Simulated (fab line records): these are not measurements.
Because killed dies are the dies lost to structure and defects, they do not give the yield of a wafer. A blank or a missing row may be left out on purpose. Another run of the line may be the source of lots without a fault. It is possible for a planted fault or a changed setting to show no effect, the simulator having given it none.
Struck lot and sound lot, side by side | flow gf180mcu | 15 out of 602 route steps
Sound: the wafers L544.1, L544.3, L544.5. Struck: wafers L550.3, L550.4, L550.6. At the end, the cause is stated.
Order at every step that has rows: each side's tool, ch and its chambers, its first start. Under that, the readings that differ: sound wafers | struck wafers | difference of the means | sigmas: that difference in standard deviations of wafers without a fault.
alike: readings with means less than 2 such deviations apart, plus words and numbers identical on both sides. not compared: withheld readings, readings lacking a value on some wafer, bounds such as >300 that could conceal the same value, and numbers that have no deviation in the record and whose values overlap.
The two part at a step that has a row with sigmas, a row that says differs or no value, or rows on one side only. Numbers that don't overlap but have no deviation are shown without sigmas and don't part them. Lack of a reading on every wafer of one side parts them only where that side has two or more wafers.

first, 6 steps without rows for these wafers: GF_HV_LDD_HMDS_40 (prime time 60 s); GF_HV_LDD_COAT_41 (resist thk 1000 nm); GF_HV_LDD_SOFTBAKE_42 (time 60 s); GF_HV_LDD_EXPOSE_43 (exposes mask Pplus HV AREA, target cd 400 nm); GF_HV_LDD_PEB_44; GF_HV_LDD_DEVELOP_45 (develop time 60 s).
GF_HV_LDD_CD_MEAS_46: the cd target is 400 nm.
  sound on cd-sem-02, day 14 22:06; struck on cd-sem-01, day 17 02:32
  alike: cd-nm
GF_HV_LDD_OVL_MEAS_47:
  sound on overlay-01, day 14 22:13; struck on overlay-01, day 17 02:38
  alike: HV_LDD_03_OVL
after that, 1 step had no rows for these wafers: GF_HV_LDD_IMPLANT_48.
GF_HV_LDD_STRIP_49: strips in O2/N2.
  sound on plasma-asher-03 ch 0,1, day 14 22:24; struck on plasma-asher-03 ch 0,1, day 17 02:50
  reading                      | sound             | struck            | difference | sigmas
  strip-time-to-endpoint-s (s) | 12.68 12.69 12.69 | 12.62 12.57 12.58 | -0.10      | -2
  alike: drypump-motor-current-A, heater-power-w, oes-product-au
  not compared: rf-hours-counter-h
GF_HV_LDD_TW_MEAS_50:
  sound on film-metro-04, day 14 22:30; struck on film-metro-01, day 17 02:55
  alike: HV_LDD_4_TW
then, 1 step without rows for these wafers: GF_HV_LDD_CLEAN_51 (cleans in SC1/SC2, time 150 s).
GF_HV_LDD_RTA_52: time 10 s.
  struck on rtp-anneal-01, day 17 03:02; sound on rtp-anneal-01 ch 0, day 14 22:37
  no value came back on the struck wafers for any of 5 readings (anneal-temp-c-max, chamber-o2-ppm and others); on the sound wafers anneal-temp-c-max reads 1006.2 1006.2 1007.6
GF_HV_LDD_RS_MEAS_53: measurement is done with a four-point probe.
  sound on film-metro-02, day 14 22:41; struck on film-metro-01, day 17 03:07
  reading            | sound             | struck | difference                    | sigmas
  HV_LDD_RS (ohm/sq) | 418.3 418.8 418.4 | - - -  | no value on the struck wafers |
then, 1 step without rows for these wafers: GF_HV_LDD_CVD_54 (deposits SiO2 from TEOS, target thk 10 nm, time 75 s).

## WHERE THEY PART
Earliest at GF_HV_LDD_STRIP_49; latest, in this record, at GF_HV_LDD_RS_MEAS_53.

WHY: what the simulator had put in
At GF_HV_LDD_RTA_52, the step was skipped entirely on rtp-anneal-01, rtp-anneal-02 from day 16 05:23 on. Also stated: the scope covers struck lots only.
